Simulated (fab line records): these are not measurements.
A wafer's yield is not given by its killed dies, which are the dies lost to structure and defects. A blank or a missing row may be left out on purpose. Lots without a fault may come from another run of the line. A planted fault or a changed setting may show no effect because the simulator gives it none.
Which of the tools did it?	flow gf180mcu	Sampling: 12 lots, 36 wafers, 2 of 602 route steps

## WHAT THE GAUGES READ, wafer by wafer
GF_PSD_TW_MEAS_11.
lot	measured	on	PSD_TW
L075	day 14 12:15	filmMetro-01	3217 3190 3197
L077	day 15 10:58	filmMetro-01	3200 3201 3197
L078	day 16 01:50	filmMetro-03	3121 3118 3116
L081	day 16 16:38	filmMetro-03	3122 3116 3118
L083	day 17 10:54	filmMetro-03	3115 3111 3103
L085	day 18 02:25	filmMetro-03	3118 3112 3131
L087	day 18 17:10	filmMetro-02	3143 3164 3153
L089	day 19 07:11	filmMetro-03	3108 3097 3104
L091	day 20 05:58	filmMetro-03	3163 3139 3142
L093	day 20 17:49	filmMetro-02	3160 3171 3167
L095	day 21 13:43	filmMetro-01	3217 3191 3188
L097	day 22 09:12	filmMetro-01	3200 3200 3215

## EACH LOT AND THE TOOL THAT RAN IT (in order: tool; ch and the chambers of the sampled wafers; start)
lot	GF_HV_LDD_STRIP_49
L075	plasmaAsher-01 ch 0,1, day 12 15:52
L077	plasmaAsher-02 ch 0, day 13 12:34
L078	plasmaAsher-03 ch 0,1, day 14 00:04
L081	plasmaAsher-01 ch 0,1, day 14 18:37
L083	plasmaAsher-02 ch 0,1, day 15 10:16
L085	plasmaAsher-03 ch 0,1, day 16 01:25
L087	plasmaAsher-02 ch 0,1, day 16 15:55
L089	plasmaAsher-02 ch 0,1, day 17 04:15
L091	plasmaAsher-01 ch 0,1, day 18 01:14
L093	plasmaAsher-03 ch 0,1, day 18 13:13
L095	plasmaAsher-02 ch 0,1, day 19 09:58
L097	plasmaAsher-02 ch 0,1, day 20 04:52
- GF_HV_LDD_STRIP_49: strips in O2/N2.

## THE ANSWER, worked out from the rows above alone
Rule: usual is defined by the lots themselves. Put in order of their means at a reading, lots are off if they are a third of the lots or fewer, leave a main group of 4 or more, and stand apart from it by a gap of 3 or more times the standard deviation of the main group's means; of several such gaps the widest counts. A main group is skipped when, at the precision printed for the reading in the tables above, its means are all equal. Also off: a lot with no number at a reading for which 4 or more lots have one. The other lots that the step has rows for count as sound.
Nothing can be told from this: no lot is off at any reading shown.

## WHAT WAS PUT IN BY THE SIMULATOR
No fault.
